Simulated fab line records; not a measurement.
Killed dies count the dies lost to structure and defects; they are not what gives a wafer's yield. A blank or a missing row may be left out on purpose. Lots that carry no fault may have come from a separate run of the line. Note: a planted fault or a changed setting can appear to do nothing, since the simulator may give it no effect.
A struck lot beside a sound one + flow sky130 + 15 out of 708 route steps
Sound: wafers L610.1, L610.2, L610.6. The struck wafers were L596.2, L596.3, L596.5. The cause comes at the end.
Per side, at each step with rows, come the tool, then ch with its chambers, and then its first start. Under that, the readings that differ: sound wafers + struck wafers + difference of the means + sigmas: that difference in standard deviations of wafers without a fault.
alike: readings whose means differ by less than 2 such deviations, and words and numbers that are the same on both sides. not compared: withheld readings, readings that some wafer has no value for, bounds like >300 that may hide the same value, and numbers for which the record gives no deviation and whose values overlap.
Wherever a step has rows on one side only, a row that says differs or no value, or a row with sigmas, the two part there. Numbers that don't overlap but have no deviation are shown without sigmas and don't part them. A reading missing from all wafers of one side parts the sides only when that side holds two or more wafers.

first, 1 step without rows for these wafers: SKY_VT_ADJUST_PCH_IMPLANT_08.
SKY_VT_ADJUST_PCH_STRIP_09: strips in O2/N2.
  sound on plasma-asher-03 ch 0,1, day 16 05:47; struck on plasma-asher-04 ch 0,1, day 12 02:54
  alike: drypump-motor-current-A, n2-flow-sccm, oes-product-au, strip-time-to-endpoint-s
  not compared: rf-hours-counter-h
SKY_VT_ADJUST_PCH_TW_MEAS_10:
  struck on film-metro-01, day 12 03:01; sound on film-metro-03, day 16 05:53
  alike: VT_ADJUST_PCH_TW
then, 7 steps without rows for these wafers: SKY_SONOS_TUNNEL_DEHYDRATE_00 (time 60 s); SKY_SONOS_TUNNEL_HMDS_01 (prime time 60 s); SKY_SONOS_TUNNEL_COAT_02 (resist thk 1140 nm); SKY_SONOS_TUNNEL_SOFTBAKE_03 (time 60 s); SKY_SONOS_TUNNEL_EXPOSE_04 (exposes mask TUNM, target cd 410 nm); SKY_SONOS_TUNNEL_PEB_05; SKY_SONOS_TUNNEL_DEVELOP_06 (develop time 60 s).
SKY_SONOS_TUNNEL_CD_MEAS_07: target cd 410 nm.
  struck on cd-sem-02, day 13 03:31; sound on cd-sem-02, day 17 10:40
  alike: cd-nm
SKY_SONOS_TUNNEL_OVL_MEAS_08:
  struck on overlay-02, day 13 03:37; sound on overlay-01, day 17 10:47
  alike: SONOS_TUNNEL_OVL
SKY_SONOS_TUNNEL_IMPLANT_09:
  sound on implanter-02 ch 0, day 17 10:49; struck on implanter-02 ch 0, day 13 03:41
| reading                   | sound                | struck               | difference | sigmas |
|---------------------------|----------------------|----------------------|------------|--------|
| beam-energy-keV           | 20.000 20.004 20.002 | 20.456 20.437 20.450 | +0.446     | +71    |
| model.implant.drp-nm (nm) | 28.34 28.34 28.34    | 28.8 28.8 28.8       | +0.5       |        |
then, 1 step without rows for these wafers: SKY_SONOS_TUNNEL_WET_ETCH_10 (etches SiO2 in dHF, target depth 14 nm, time 280 s).
-- here the record skips 35 days between the struck wafers' starts before and after, leaving off in module SONOS_TUNNEL and picking up in module PAD_OPEN (first step shown: number 708 of the route) --
SKY_PAD_OPEN_PROBE_99:
  struck on prober-02, day 47 23:23; sound on prober-02, day 50 21:56
  alike: killed_at_M0_to_M3, killed_at_M4_up, killed-at-contacts, killed-at-front-end, killed-at-other, killed-dies, killed-open, killed-short

WHERE THEY PART
Within this record, at SKY_SONOS_TUNNEL_IMPLANT_09 only. Later steps at which nothing parts them and some readings are alike: SKY_PAD_OPEN_PROBE_99.

WHY: whatever the simulator had introduced
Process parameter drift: implanter-02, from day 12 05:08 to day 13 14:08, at SKY_SONOS_TUNNEL_IMPLANT_09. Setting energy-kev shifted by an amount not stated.
